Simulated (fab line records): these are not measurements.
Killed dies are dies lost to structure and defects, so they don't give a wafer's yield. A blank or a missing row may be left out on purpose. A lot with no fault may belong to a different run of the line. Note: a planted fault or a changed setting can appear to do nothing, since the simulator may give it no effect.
fab line records -- flow gf180mcu
record lots=5, wafers=15, last_day=33
route steps=602 shown M1@319 V1@335
lots untouched by any fault: they come from a run of this same line in which no faults occurred
start_h: hours from the record's opening day to when the first of the lot's shown wafers began -- wait_h: hours elapsed since this lot's preceding step -- " as in the row above -- L1.1+2: several wafers, shown together as one row -- - no value, or no start given -- * or withheld: withheld -- < > ~ a bound
route shown NAME@n: a module of which the file shows steps, and the number in the route of the first -- usual: mean/standard deviation taken from wafers without a fault -- same: alike in all rows -- chamber/n: place in a boat -- sites: per-site readings -- _std_site: how widely they spread, as a standard deviation -- _edge_site: inner sites' mean taken away from outer sites' mean -- radius_mm: how far each site lies from the wafer's centre -- mask NAME#n: copy n -- behind: the last tool/chamber to shape the wafer -- hold: what put the lot on hold/how long, in hours/how the hold closed -- device: the transistor (n, p or np) that didn't switch -- end of line: the same wafers' tests at the end of the route -- where a step has no rows: the recipe by itself -- killed: the dies lost at the first sort to structure and to defects; this is not the yield of the wafer -- map: per-die view of a wafer (x killed, . not killed, _ where there is no die)
set.NAME: the setting that was run; set.NAME@STEP: the one run at that earlier step -- model.NAME: the simulator's own value behind a step, which no gauge read
lots seen at some steps along the route; tables by step, rows by wafer
services: from which hour (start_h, from the record's first day; less than 0 if before it) a tool's chamber was out of use, for how many hours, and why
## steps
# step GF_M1_SPUTTER_04
# recipe material=TiN, target_thk_nm=50, power_w=6500, time_s=41.7, chamber_pressure_pa=0.4
# usual throttle_valve_pct=30.1/1.4
lot.wafer,tool,chamber,start_h,wait_h,throttle_valve_pct
L076.3,pvd_sputter-02,-,377.17,0.0,28.7
L076.4,pvd_sputter-02,-,377.17,0.0,31.7
L076.5,pvd_sputter-02,-,377.17,0.0,31.3
L082.1,pvd_sputter-01,-,455.23,0.0,27.0
L082.4,pvd_sputter-01,-,455.23,0.0,28.1
L082.6,pvd_sputter-01,-,455.23,0.0,29.6
L086.1,pvd_sputter-04,-,486.21,0.0,31.4
L086.2,pvd_sputter-04,-,486.21,0.0,31.0
L086.6,pvd_sputter-04,-,486.21,0.0,27.9
L092.3,pvd_sputter-04,-,525.62,0.0,29.8
L092.4,pvd_sputter-04,-,525.62,0.0,31.1
L092.5,pvd_sputter-04,-,525.62,0.0,31.6
L093.3,pvd_sputter-01,-,529.86,0.0,28.0
L093.5,pvd_sputter-01,-,529.86,0.0,27.8
L093.6,pvd_sputter-01,-,529.86,0.0,29.3
# step GF_M1_RS_MEAS_05
# recipe thk_meas_gauge=four-point-probe, reads=TiN_of_M1_SPUTTER_04+Ti_of_M1_SPUTTER_03+AlCu_of_M1_SPUTTER_02+TiN_of_M1_SPUTTER_01+Ti_of_M1_SPUTTER_00
# usual M1_ALCU_RS=0.0694/0.00067
lot.wafer,tool,chamber,start_h,wait_h,M1_ALCU_RS[ohm/sq]
L076.3,film_metro-04,-,377.25,0.1,0.0697
L076.4,film_metro-04,-,377.25,0.1,0.0688
L076.5,film_metro-04,-,377.25,0.1,0.0685
L082.1,film_metro-02,-,455.27,0.0,0.0691
L082.4,film_metro-02,-,455.27,0.0,0.0701
L082.6,film_metro-02,-,455.27,0.0,0.0694
L086.1,film_metro-02,-,486.25,0.0,0.0696
L086.2,film_metro-02,-,486.25,0.0,0.0699
L086.6,film_metro-02,-,486.25,0.0,0.0694
L092.3,film_metro-01,-,525.70,0.1,0.0686
L092.4,film_metro-01,-,525.70,0.1,0.0697
L092.5,film_metro-01,-,525.70,0.1,0.0689
L093.3,film_metro-01,-,529.94,0.1,0.0703
L093.5,film_metro-01,-,529.94,0.1,0.0706
L093.6,film_metro-01,-,529.94,0.1,0.0699
# step GF_M1_THK_MEAS_06
# recipe thk_meas_gauge=xrf, reads=AlCu_of_M1_SPUTTER_02
# usual M1_ALCU_THK=449/4.8
lot.wafer,tool,chamber,start_h,wait_h,M1_ALCU_THK[nm]
L076.3,film_metro-04,-,377.35,0.1,455
L076.4,film_metro-04,-,377.35,0.1,457
L076.5,film_metro-04,-,377.35,0.1,460
L082.1,film_metro-02,-,455.39,0.1,448
L082.4,film_metro-02,-,455.39,0.1,442
L082.6,film_metro-02,-,455.39,0.1,444
L086.1,film_metro-02,-,486.37,0.1,447
L086.2,film_metro-02,-,486.37,0.1,443
L086.6,film_metro-02,-,486.37,0.1,446
L092.3,film_metro-01,-,525.80,0.1,454
L092.4,film_metro-01,-,525.80,0.1,447
L092.5,film_metro-01,-,525.80,0.1,451
L093.3,film_metro-01,-,530.04,0.1,443
L093.5,film_metro-01,-,530.04,0.1,442
L093.6,film_metro-01,-,530.04,0.1,445
# step GF_M1_DEHYDRATE_07
# recipe temp_c=200, time_s=60
lot.wafer,tool,chamber,start_h,wait_h
L076.3+4+5,litho_track-04,0,388.70,11.3
L082.1+4+6,litho_track-01,0,466.80,11.4
L086.1+2+6,litho_track-01,0,498.30,11.9
L092.3+4+5,litho_track-01,0,536.90,11.1
L093.3+5+6,litho_track-02,0,541.01,11.0
# step GF_M1_HMDS_08
# recipe prime_time_s=60, prime_temp_c=120
lot.wafer,tool,chamber,start_h,wait_h
L076.3+4+5,litho_track-04,0,388.85,0.1
L082.1+4+6,litho_track-01,0,466.95,0.1
L086.1+2+6,litho_track-01,0,498.45,0.1
L092.3+4+5,litho_track-01,0,537.05,0.1
L093.3+5+6,litho_track-02,0,541.16,0.1
# step GF_M1_COAT_09
# recipe resist=KrF, spin_rpm=withheld, resist_thk_nm=1000
lot.wafer,tool,chamber,start_h,wait_h
L076.3+4+5,litho_track-04,0,389.00,0.1
L082.1+4+6,litho_track-01,0,467.10,0.1
L086.1+2+6,litho_track-01,0,498.60,0.1
L092.3+4+5,litho_track-01,0,537.20,0.1
L093.3+5+6,litho_track-02,0,541.31,0.1
# step GF_M1_SOFTBAKE_10
# recipe temp_c=130, time_s=60, resist=KrF
lot.wafer,tool,chamber,start_h,wait_h
L076.3+4+5,litho_track-04,0,389.15,0.1
L082.1+4+6,litho_track-01,0,467.25,0.1
L086.1+2+6,litho_track-01,0,498.75,0.1
L092.3+4+5,litho_track-01,0,537.35,0.1
L093.3+5+6,litho_track-02,0,541.46,0.1
# step GF_M1_EXPOSE_11
# recipe mask_id=Metal1, target_cd_nm=230, na=0.68, source_shape=conventional, sigma_outer=0.6, dose_mj=28
# usual exposure_dose_mJ_cm2=27.96/0.031
lot.wafer,tool,chamber,start_h,wait_h,mask,exposure_dose_mJ_cm2
L076.3,krf_scanner-01,0,-,-,Metal1#0,27.98
L076.4,krf_scanner-01,0,-,-,Metal1#0,27.96
L076.5,krf_scanner-01,0,-,-,Metal1#0,27.95
L082.1,krf_scanner-02,0,-,-,Metal1#0,27.96
L082.4,krf_scanner-02,0,-,-,Metal1#0,27.98
L082.6,krf_scanner-02,0,-,-,Metal1#0,28.02
L086.1,krf_scanner-02,0,-,-,Metal1#0,27.96
L086.2,krf_scanner-02,0,-,-,Metal1#0,27.97
L086.6,krf_scanner-02,0,-,-,Metal1#0,27.97
L092.3,krf_scanner-02,0,-,-,Metal1#0,27.93
L092.4,krf_scanner-02,0,-,-,Metal1#0,27.95
L092.5,krf_scanner-02,0,-,-,Metal1#0,27.91
L093.3,krf_scanner-01,0,-,-,Metal1#0,27.95
L093.5,krf_scanner-01,0,-,-,Metal1#0,27.91
L093.6,krf_scanner-01,0,-,-,Metal1#0,27.96
# step GF_M1_PEB_12
# recipe peb_temp_c=135, peb_time_s=90, resist=KrF
lot.wafer,tool,chamber,start_h,wait_h
L076.3+4+5,litho_track-02,0,-,-
L082.1+4+6,litho_track-04,0,-,-
L086.1+2+6,litho_track-01,0,-,-
L092.3+4+5,litho_track-01,0,-,-
L093.3+5+6,litho_track-04,0,-,-
# step GF_M1_DEVELOP_13
# recipe develop_time_s=60, dev_temp_c=21
lot.wafer,tool,chamber,start_h,wait_h
L076.3+4+5,litho_track-02,0,399.76,0.1
L082.1+4+6,litho_track-04,0,478.75,0.2
L086.1+2+6,litho_track-01,0,510.15,0.2
L092.3+4+5,litho_track-01,0,548.55,0.1
L093.3+5+6,litho_track-04,0,552.30,0.1
# step GF_M1_CD_MEAS_14
# recipe target_cd_nm=230
# usual cd_nm=229.6/1.3
lot.wafer,tool,chamber,start_h,wait_h,cd_nm
L076.3,cd_sem-01,-,399.90,0.1,231.5
L076.4,cd_sem-01,-,399.90,0.1,231.9
L076.5,cd_sem-01,-,399.90,0.1,232.0
L082.1,cd_sem-02,-,478.90,0.1,231.9
L082.4,cd_sem-02,-,478.90,0.1,230.8
L082.6,cd_sem-02,-,478.90,0.1,230.8
L086.1,cd_sem-02,-,510.30,0.1,229.2
L086.2,cd_sem-02,-,510.30,0.1,229.4
L086.6,cd_sem-02,-,510.30,0.1,229.7
L092.3,cd_sem-02,-,548.69,0.1,229.3
L092.4,cd_sem-02,-,548.69,0.1,227.7
L092.5,cd_sem-02,-,548.69,0.1,229.6
L093.3,cd_sem-01,-,552.44,0.1,230.4
L093.5,cd_sem-01,-,552.44,0.1,230.2
L093.6,cd_sem-01,-,552.44,0.1,230.6
# step GF_M1_OVL_MEAS_15
# usual M1_OVL=-2/5.3
lot.wafer,tool,chamber,start_h,wait_h,M1_OVL[nm]
L076.3,overlay-01,-,399.99,0.1,-5
L076.4,overlay-01,-,399.99,0.1,-2
L076.5,overlay-01,-,399.99,0.1,-5
L082.1,overlay-01,-,479.02,0.1,4
L082.4,overlay-01,-,479.02,0.1,-3
L082.6,overlay-01,-,479.02,0.1,0
L086.1,overlay-02,-,510.42,0.1,-2
L086.2,overlay-02,-,510.42,0.1,-1
L086.6,overlay-02,-,510.42,0.1,1
L092.3,overlay-01,-,548.78,0.1,-11
L092.4,overlay-01,-,548.78,0.1,-8
L092.5,overlay-01,-,548.78,0.1,-10
L093.3,overlay-01,-,552.53,0.1,-8
L093.5,overlay-01,-,552.53,0.1,-1
L093.6,overlay-01,-,552.53,0.1,-1
# step GF_M1_METAL_ETCH_16
# recipe chemistry=Cl2/BCl3, mask_material=KrF, target_depth_nm=750.8, stop_on=SiO2, pressure_mtorr=8, icp_w=800, bias_w=140, Cl2_flow_sccm=80, bcl3_flow_sccm=40, time_s=125.1
# usual drypump_motor_current_A=6.1/0.33, mfc_cl2_sccm=80.02/0.24, oes_product_au=0.987/0.0071, throttle_valve_pct=28.233/0.011
lot.wafer,tool,chamber,start_h,wait_h,drypump_motor_current_A,mfc_cl2_sccm,oes_product_au,rf_hours_counter_h,throttle_valve_pct
L076.3,rie_metal-02,0,400.06,0.1,6.0,80.12,0.991,-,28.236
L076.4,rie_metal-02,1,400.06,0.1,6.5,80.06,0.993,-,28.230
L076.5,rie_metal-02,0,400.06,0.1,6.0,79.80,0.988,-,28.234
L082.1,rie_metal-02,0,479.06,0.0,6.0,79.77,0.986,3,28.220
L082.4,rie_metal-02,1,479.06,0.0,6.5,80.11,0.997,-,28.228
L082.6,rie_metal-02,0,479.06,0.0,6.0,80.17,0.983,-,28.234
L086.1,rie_metal-02,1,510.46,0.0,6.5,79.98,0.991,11,28.235
L086.2,rie_metal-02,0,510.46,0.0,6.0,79.93,0.994,4,28.240
L086.6,rie_metal-02,0,510.46,0.0,6.0,80.12,0.993,-,28.240
L092.3,rie_metal-02,1,548.85,0.1,6.5,80.03,0.993,-,28.215
L092.4,rie_metal-02,0,548.85,0.1,6.0,80.00,0.985,-,28.235
L092.5,rie_metal-02,1,548.85,0.1,6.5,80.13,0.988,-,28.203
L093.3,rie_metal-04,1,552.60,0.1,5.5,80.15,0.983,-,28.229
L093.5,rie_metal-04,0,552.60,0.1,6.4,79.64,0.986,-,28.249
L093.6,rie_metal-04,1,552.60,0.1,5.6,80.28,0.978,-,28.234
# step GF_M1_STRIP_17
# recipe chemistry=O2/N2, power_w=1400, pressure_mtorr=1500, platen_temp_c=250, o2_flow_sccm=3000, n2_flow_sccm=300, overash_fraction=0.5
# usual drypump_motor_current_A=5.6/0.42, heater_power_w=341/58, oes_product_au=0.538/0.0051, strip_time_to_endpoint_s=7.41/0.052
lot.wafer,tool,chamber,start_h,wait_h,drypump_motor_current_A,heater_power_w,oes_product_au,rf_hours_counter_h,strip_time_to_endpoint_s
L076.3,plasma_asher-02,1,400.18,0.1,6.0,296,0.537,-,7.43
L076.4,plasma_asher-02,0,400.18,0.1,5.8,301,0.541,-,7.35
L076.5,plasma_asher-02,1,400.18,0.1,6.0,294,0.539,-,7.43
L082.1,plasma_asher-03,0,479.19,0.1,5.7,437,0.538,4,7.48
L082.4,plasma_asher-03,0,479.19,0.1,5.7,440,0.533,-,7.39
L082.6,plasma_asher-03,0,479.19,0.1,5.7,443,0.537,-,7.47
L086.1,plasma_asher-04,0,510.59,0.1,6.1,315,0.535,75,7.39
L086.2,plasma_asher-04,1,510.59,0.1,4.8,296,0.542,75,7.44
L086.6,plasma_asher-04,1,510.59,0.1,4.8,297,0.530,-,7.45
L092.3,plasma_asher-03,1,548.97,0.1,5.5,317,0.530,-,7.40
L092.4,plasma_asher-03,0,548.97,0.1,5.7,446,0.542,-,7.46
L092.5,plasma_asher-03,0,548.97,0.1,5.7,439,0.545,-,7.42
L093.3,plasma_asher-03,0,552.72,0.1,5.7,448,0.536,-,7.41
L093.5,plasma_asher-03,1,552.72,0.1,5.5,314,0.538,-,7.40
L093.6,plasma_asher-03,0,552.72,0.1,5.7,427,0.550,-,7.38
# step GF_M1_STRIP_18
# recipe chemistry=post_etch_residue_remover, time_s=1200, temp_c=72.5
lot.wafer,tool,chamber,start_h,wait_h
L076.3+4+5,wet_bench-04,3,400.25,0.0
L082.1+4+6,wet_bench-04,3,479.29,0.1
L086.1+2+6,wet_bench-01,3,510.69,0.1
L092.3+4+5,wet_bench-01,3,549.03,0.0
L093.3+5+6,wet_bench-02,0,552.79,0.0
# step GF_M1_CLEAN_19
# recipe chemistry=DIW, dry=n2_spin
lot.wafer,tool,chamber,start_h,wait_h
L076.3+4+5,wet_bench-02,0,400.59,0.0
L082.1+4+6,wet_bench-02,2,479.65,0.0
L086.1+2+6,wet_bench-04,3,511.03,0.0
L092.3+4+5,wet_bench-04,3,549.38,0.0
L093.3+5+6,wet_bench-01,0,553.13,0.0
# step GF_V1_CVD_00
# recipe material=SiO2, target_thk_nm=600, sigma_open_frac=0.3, temp_c=400, time_s=100, sih4_flow_sccm=60, pressure_mtorr=6
lot.wafer,tool,chamber,start_h,wait_h
L076.3+4+5,hdpcvd-02,"1,1,2",400.68,0.0
L082.1+4+6,hdpcvd-02,"2,1,2",479.75,0.0
L086.1+2+6,hdpcvd-01,"2,0,1",511.12,0.0
L092.3+4+5,hdpcvd-02,"1,1,2",549.47,0.0
L093.3+5+6,hdpcvd-02,"1,0,2",553.22,0.0
# step GF_V1_THK_MEAS_01
# recipe reads=SiO2_of_V1_CVD_00
# usual V1_CVD_00_THK=598/6.3
lot.wafer,tool,chamber,start_h,wait_h,V1_CVD_00_THK[nm]
L076.3,film_metro-01,-,400.77,0.1,608
L076.4,film_metro-01,-,400.77,0.1,606
L076.5,film_metro-01,-,400.77,0.1,595
L082.1,film_metro-02,-,479.82,0.0,593
L082.4,film_metro-02,-,479.82,0.0,600
L082.6,film_metro-02,-,479.82,0.0,591
L086.1,film_metro-01,-,511.19,0.0,597
L086.2,film_metro-01,-,511.19,0.0,604
L086.6,film_metro-01,-,511.19,0.0,607
L092.3,film_metro-02,-,549.56,0.1,600
L092.4,film_metro-02,-,549.56,0.1,601
L092.5,film_metro-02,-,549.56,0.1,596
L093.3,film_metro-03,-,553.31,0.1,601
L093.5,film_metro-03,-,553.31,0.1,604
L093.6,film_metro-03,-,553.31,0.1,594
# step GF_V1_CVD_02
# recipe material=SiO2, target_thk_nm=850, precursor=TEOS, temp_c=400, time_s=94.851, rf_w=600
# usual heater_power_w=667/110
lot.wafer,tool,chamber,start_h,wait_h,heater_power_w
L076.3,pecvd-02,0,400.81,0.0,624
L076.4,pecvd-02,2,400.81,0.0,676
L076.5,pecvd-02,0,400.81,0.0,505
L082.1,pecvd-03,0,479.88,0.1,615
L082.4,pecvd-03,0,479.88,0.1,581
L082.6,pecvd-03,0,479.88,0.1,482
L086.1,pecvd-01,1,511.25,0.1,711
L086.2,pecvd-01,0,511.25,0.1,566
L086.6,pecvd-01,0,511.25,0.1,590
L092.3,pecvd-03,2,549.60,0.0,703
L092.4,pecvd-03,0,549.60,0.0,566
L092.5,pecvd-03,2,549.60,0.0,754
L093.3,pecvd-01,1,553.35,0.0,840
L093.5,pecvd-01,0,553.35,0.0,494
L093.6,pecvd-01,2,553.35,0.0,798
# step GF_V1_THK_MEAS_03
# recipe reads=SiO2_of_V1_CVD_02
# usual V1_CVD_02_THK=848/11
lot.wafer,tool,chamber,start_h,wait_h,V1_CVD_02_THK[nm]
L076.3,film_metro-03,-,400.90,0.1,836
L076.4,film_metro-03,-,400.90,0.1,858
L076.5,film_metro-03,-,400.90,0.1,855
L082.1,film_metro-02,-,480.09,0.2,820
L082.4,film_metro-02,-,480.09,0.2,834
L082.6,film_metro-02,-,480.09,0.2,835
L086.1,film_metro-02,-,511.32,0.0,840
L086.2,film_metro-02,-,511.32,0.0,826
L086.6,film_metro-02,-,511.32,0.0,843
L092.3,film_metro-01,-,549.69,0.1,835
L092.4,film_metro-01,-,549.69,0.1,861
L092.5,film_metro-01,-,549.69,0.1,864
L093.3,film_metro-03,-,553.44,0.1,829
L093.5,film_metro-03,-,553.44,0.1,834
L093.6,film_metro-03,-,553.44,0.1,838
# step GF_V1_CMP_04
# recipe material=SiO2, down_force_psi=4, platen_rpm=60, pad_velocity_m_s=0.94248
# usual motor_current_A=11.7/0.97, time_to_endpoint_s=81/5.3
lot.wafer,tool,chamber,start_h,wait_h,motor_current_A,time_to_endpoint_s
L076.4,cmp-01,1,400.99,0.1,10.9,92
L076.3,cmp-01,3,400.99,0.1,12.9,78
L076.5,cmp-01,1,400.99,0.1,10.9,88
L082.1,cmp-01,1,480.25,0.1,10.0,69
L082.4,cmp-01,2,480.25,0.1,11.2,70
L082.6,cmp-01,3,480.25,0.1,12.5,72
L086.1,cmp-02,3,511.38,0.1,11.0,75
L086.2,cmp-02,0,511.38,0.1,11.0,77
L086.6,cmp-02,0,511.38,0.1,11.7,82
L092.4,cmp-02,2,549.73,0.0,12.8,86
L092.3,cmp-02,0,549.73,0.0,11.3,80
L092.5,cmp-02,3,549.73,0.0,10.5,83
L093.3,cmp-02,1,553.58,0.1,12.0,80
L093.5,cmp-02,1,553.58,0.1,13.0,81
L093.6,cmp-02,2,553.58,0.1,12.3,75
# step GF_V1_BOW_MEAS_05
# recipe mode=bow
# usual V1_BOW=81/7.4
lot.wafer,tool,chamber,start_h,wait_h,V1_BOW[um]
L076.3,film_metro-01,-,401.28,0.1,85
L076.4,film_metro-01,-,401.28,0.1,84
L076.5,film_metro-01,-,401.28,0.1,71
L082.1,film_metro-03,-,480.45,0.1,76
L082.4,film_metro-03,-,480.45,0.1,79
L082.6,film_metro-03,-,480.45,0.1,81
L086.1,film_metro-02,-,511.68,0.2,78
L086.2,film_metro-02,-,511.68,0.2,95
L086.6,film_metro-02,-,511.68,0.2,82
L092.3,film_metro-01,-,550.07,0.2,90
L092.4,film_metro-01,-,550.07,0.2,65
L092.5,film_metro-01,-,550.07,0.2,71
L093.3,film_metro-01,-,553.92,0.3,77
L093.5,film_metro-01,-,553.92,0.3,93
L093.6,film_metro-01,-,553.92,0.3,85
# step GF_V1_DEHYDRATE_06
# recipe temp_c=200, time_s=60
lot.wafer,tool,chamber,start_h,wait_h
L076.3+4+5,litho_track-03,0,413.14,11.8
L082.1+4+6,litho_track-02,0,492.16,11.7
L086.1+2+6,litho_track-04,0,522.70,11.0
L092.3+4+5,litho_track-03,0,560.34,10.2
L093.3+5+6,litho_track-02,0,564.96,11.0
# step GF_V1_HMDS_07
# recipe prime_time_s=60, prime_temp_c=120
lot.wafer,tool,chamber,start_h,wait_h
L076.3+4+5,litho_track-03,0,413.29,0.1
L082.1+4+6,litho_track-02,0,492.31,0.1
L086.1+2+6,litho_track-04,0,522.85,0.1
L092.3+4+5,litho_track-03,0,560.49,0.1
L093.3+5+6,litho_track-02,0,565.11,0.1
# step GF_V1_COAT_08
# recipe resist=BARC, temp_c=withheld, time_s=withheld, spin_rpm=withheld, resist_thk_nm=withheld
lot.wafer,tool,chamber,start_h,wait_h
L076.3+4+5,litho_track-03,0,413.44,0.1
L082.1+4+6,litho_track-02,0,492.46,0.1
L086.1+2+6,litho_track-04,0,523.00,0.1
L092.3+4+5,litho_track-03,0,560.64,0.1
L093.3+5+6,litho_track-02,0,565.26,0.1
# step GF_V1_COAT_09
# recipe resist=KrF, spin_rpm=withheld, resist_thk_nm=1000
lot.wafer,tool,chamber,start_h,wait_h
L076.3+4+5,litho_track-03,0,-,-
L082.1+4+6,litho_track-02,0,-,-
L086.1+2+6,litho_track-04,0,-,-
L092.3+4+5,litho_track-03,0,-,-
L093.3+5+6,litho_track-02,0,-,-
# step GF_V1_SOFTBAKE_10
# recipe temp_c=130, time_s=60, resist=KrF
lot.wafer,tool,chamber,start_h,wait_h
L076.3+4+5,litho_track-03,0,-,-
L082.1+4+6,litho_track-02,0,-,-
L086.1+2+6,litho_track-04,0,-,-
L092.3+4+5,litho_track-03,0,-,-
L093.3+5+6,litho_track-02,0,-,-
## services
tool,chamber,start_h,hours,kind
krf_scanner-02,-,384.23,1.3,pm
krf_scanner-02,-,386.28,1.4,repair
rie_metal-02,-,394.82,0.9,repair
plasma_asher-03,-,403.66,4.9,repair
hdpcvd-02,-,406.45,1.2,repair
hdpcvd-02,1,407.04,20.3,repair
cmp-02,-,411.07,4.2,repair
plasma_asher-03,-,421.25,9.0,pm
wet_bench-04,-,425.82,1.0,repair
krf_scanner-02,-,436.23,1.0,pm
krf_scanner-02,-,438.43,1.1,repair
rie_metal-02,-,448.92,14.6,pm
cmp-02,-,449.29,4.4,pm
krf_scanner-02,-,461.31,0.8,pm
krf_scanner-02,-,464.72,0.8,pm
plasma_asher-03,-,473.02,6.1,repair
rie_metal-02,-,473.80,4.3,pm
krf_scanner-02,-,482.53,4.0,pm
hdpcvd-02,-,489.92,1.0,repair
cmp-02,-,519.18,3.3,repair
rie_metal-02,-,536.59,2.8,pm
hdpcvd-02,2,554.13,3.6,repair
hdpcvd-02,-,554.25,2.8,pm
krf_scanner-02,-,560.13,1.3,pm
## key
fault none
